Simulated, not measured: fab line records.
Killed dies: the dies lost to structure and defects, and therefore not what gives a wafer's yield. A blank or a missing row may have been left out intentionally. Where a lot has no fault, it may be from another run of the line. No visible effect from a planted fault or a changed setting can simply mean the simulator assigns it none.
Tool commonality check :: flow gf180mcu :: 11 lots and 33 wafers in the sample

== REASON FOR OPENING ==
GF_V1_RS_MEAS_24, reading V1_W_RS: flagged on 2 of 11 lots. No-fault wafers: 0.329 ohm/sq, standard deviation 0.0042.
Rule: a lot gets a flag if all its wafers with a number sit over 4 standard deviations from that mean, or if no wafer of it has a number. The other lots count as sound.

lot: L713
measured: day 18 02:06
on: film-metro-03
V1_W_RS (ohm/sq), wafer by wafer: 0.333 0.330 0.328
flag: 

lot: L716
measured: day 19 08:14
on: film-metro-02
V1_W_RS (ohm/sq), wafer by wafer: 0.328 0.329 0.326
flag: 

lot: L717
measured: day 19 16:28
on: film-metro-01
V1_W_RS (ohm/sq), wafer by wafer: 0.329 0.326 0.331
flag: 

lot: L722
measured: day 21 13:14
on: film-metro-01
V1_W_RS (ohm/sq), wafer by wafer: 0.336 0.318 0.321
flag: 

lot: L724
measured: day 22 06:22
on: film-metro-02
V1_W_RS (ohm/sq), wafer by wafer: 0.334 0.332 0.322
flag: 

lot: L726
measured: day 23 05:59
on: film-metro-03
V1_W_RS (ohm/sq), wafer by wafer: 0.360 0.361 0.356
flag: FLAGGED

lot: L727
measured: day 23 10:26
on: film-metro-03
V1_W_RS (ohm/sq), wafer by wafer: 0.364 0.366 0.366
flag: FLAGGED

lot: L731
measured: day 24 23:57
on: film-metro-02
V1_W_RS (ohm/sq), wafer by wafer: 0.329 0.338 0.326
flag: 

lot: L733
measured: day 25 12:15
on: film-metro-03
V1_W_RS (ohm/sq), wafer by wafer: 0.326 0.326 0.330
flag: 

lot: L736
measured: day 26 07:10
on: film-metro-03
V1_W_RS (ohm/sq), wafer by wafer: 0.331 0.329 0.328
flag: 

lot: L735
measured: day 26 08:53
on: film-metro-03
V1_W_RS (ohm/sq), wafer by wafer: 0.325 0.325 0.325
flag: 
On average the flagged lots' numbers are 0.362 ohm/sq, which is +0.033 ohm/sq against the usual, or +8 standard deviations.

== TOOL THAT RAN EACH LOT ==
The record holds 3 process steps before the reading, out of a route of 602 steps. Each cell gives the tool, then ch followed by the chambers the sampled wafers passed through, then the start.
lot: L713
flag: 
GF_M1_STRIP_17: plasma-asher-04 ch 0,1, day 16 23:44
GF_V1_SPUTTER_22: pvd-sputter-03, day 18 01:56
GF_V1_CVD_23: cvd-w-01 ch 1, day 18 01:58

lot: L716
flag: 
GF_M1_STRIP_17: plasma-asher-04 ch 0,1, day 18 05:43
GF_V1_SPUTTER_22: pvd-sputter-04, day 19 08:01
GF_V1_CVD_23: cvd-w-01 ch 0,1, day 19 08:05

lot: L717
flag: 
GF_M1_STRIP_17: plasma-asher-04 ch 0,1, day 18 14:17
GF_V1_SPUTTER_22: pvd-sputter-01, day 19 16:19
GF_V1_CVD_23: cvd-w-01 ch 0,1, day 19 16:21

lot: L722
flag: 
GF_M1_STRIP_17: plasma-asher-01 ch 0,1, day 20 11:10
GF_V1_SPUTTER_22: pvd-sputter-01, day 21 13:02
GF_V1_CVD_23: cvd-w-02 ch 0,1, day 21 13:07

lot: L724
flag: 
GF_M1_STRIP_17: plasma-asher-01 ch 0,1, day 21 04:23
GF_V1_SPUTTER_22: pvd-sputter-04, day 22 06:13
GF_V1_CVD_23: cvd-w-02 ch 0,1, day 22 06:15

lot: L726
flag: FLAGGED
GF_M1_STRIP_17: plasma-asher-03 ch 1, day 22 04:20
GF_V1_SPUTTER_22: pvd-sputter-04, day 23 05:49
GF_V1_CVD_23: cvd-w-01 ch 0,1, day 23 05:52

lot: L727
flag: FLAGGED
GF_M1_STRIP_17: plasma-asher-03 ch 0,1, day 22 09:28
GF_V1_SPUTTER_22: pvd-sputter-01, day 23 10:16
GF_V1_CVD_23: cvd-w-01 ch 0,1, day 23 10:18

lot: L731
flag: 
GF_M1_STRIP_17: plasma-asher-04 ch 0, day 23 23:35
GF_V1_SPUTTER_22: pvd-sputter-04, day 24 23:48
GF_V1_CVD_23: cvd-w-02 ch 0,1, day 24 23:50

lot: L733
flag: 
GF_M1_STRIP_17: plasma-asher-04 ch 0,1, day 24 12:37
GF_V1_SPUTTER_22: pvd-sputter-01, day 25 12:04
GF_V1_CVD_23: cvd-w-02 ch 0,1, day 25 12:07

lot: L736
flag: 
GF_M1_STRIP_17: plasma-asher-04 ch 0,1, day 25 08:31
GF_V1_SPUTTER_22: pvd-sputter-03, day 26 07:01
GF_V1_CVD_23: cvd-w-01 ch 0,1, day 26 07:03

lot: L735
flag: 
GF_M1_STRIP_17: plasma-asher-03 ch 0,1, day 25 10:13
GF_V1_SPUTTER_22: pvd-sputter-03, day 26 08:44
GF_V1_CVD_23: cvd-w-02 ch 0,1, day 26 08:46
What the steps here do:
- GF_M1_STRIP_17: strips in O2/N2.
- GF_V1_SPUTTER_22: material TiN, target thk 10 nm, time 40 s.
- GF_V1_CVD_23: deposits W, target thk 350 nm, time 105.05 s.
- GF_V1_RS_MEAS_24: measures by four-point-probe.

== FLAGGED AGAINST TOTAL, ONE TOOL AT A TIME (gauges that did the reading follow at the end) ==
step: GF_M1_STRIP_17
tool: plasma-asher-01
lots run: 2
flagged: 0
share of the flagged lots: none
sound lots run after its first flagged lot: -

step: GF_M1_STRIP_17
tool: plasma-asher-03
lots run: 3
flagged: 2
share of the flagged lots: all
sound lots run after its first flagged lot: 1 (L735)

step: GF_M1_STRIP_17
tool: plasma-asher-04
lots run: 6
flagged: 0
share of the flagged lots: none
sound lots run after its first flagged lot: -

step: GF_V1_SPUTTER_22
tool: pvd-sputter-01
lots run: 4
flagged: 1
share of the flagged lots: some
sound lots run after its first flagged lot: 1 (L733)

step: GF_V1_SPUTTER_22
tool: pvd-sputter-03
lots run: 3
flagged: 0
share of the flagged lots: none
sound lots run after its first flagged lot: -

step: GF_V1_SPUTTER_22
tool: pvd-sputter-04
lots run: 4
flagged: 1
share of the flagged lots: some
sound lots run after its first flagged lot: 1 (L731)

step: GF_V1_CVD_23
tool: cvd-w-01
lots run: 6
flagged: 2
share of the flagged lots: all
sound lots run after its first flagged lot: 1 (L736)

step: GF_V1_CVD_23
tool: cvd-w-02
lots run: 5
flagged: 0
share of the flagged lots: none
sound lots run after its first flagged lot: -

step: GF_V1_RS_MEAS_24
tool: film-metro-01
lots run: 2
flagged: 0
share of the flagged lots: none
sound lots run after its first flagged lot: -

step: GF_V1_RS_MEAS_24
tool: film-metro-02
lots run: 3
flagged: 0
share of the flagged lots: none
sound lots run after its first flagged lot: -

step: GF_V1_RS_MEAS_24
tool: film-metro-03
lots run: 6
flagged: 2
share of the flagged lots: all
sound lots run after its first flagged lot: 3 (L733,L736,L735)

== WHAT IS ALLOWED BY THE TABLE ==
plasma-asher-03 at GF_M1_STRIP_17, cvd-w-01 at GF_V1_CVD_23 and film-metro-03 at GF_V1_RS_MEAS_24: these 3 rows of the table ran every flagged lot.
- plasma-asher-03 at GF_M1_STRIP_17: 2 of its 3 lots flagged. Lots that were sound ran on it after the first flagged one (L735); a persistent fault on the entire tool would not allow that.
- cvd-w-01 at GF_V1_CVD_23: 2 of its 6 lots flagged. Lots that were sound ran on it after the first flagged one (L736); a persistent fault on the entire tool would not allow that.
- film-metro-03 at GF_V1_RS_MEAS_24: 2 of its 6 lots flagged. Lots that were sound ran on it after the first flagged one (L733, L736, L735); a persistent fault on the entire tool would not allow that.
Every row of the table either missed a flagged lot or ran a sound lot after the first.

== WHAT THE SIMULATOR PUT IN ==
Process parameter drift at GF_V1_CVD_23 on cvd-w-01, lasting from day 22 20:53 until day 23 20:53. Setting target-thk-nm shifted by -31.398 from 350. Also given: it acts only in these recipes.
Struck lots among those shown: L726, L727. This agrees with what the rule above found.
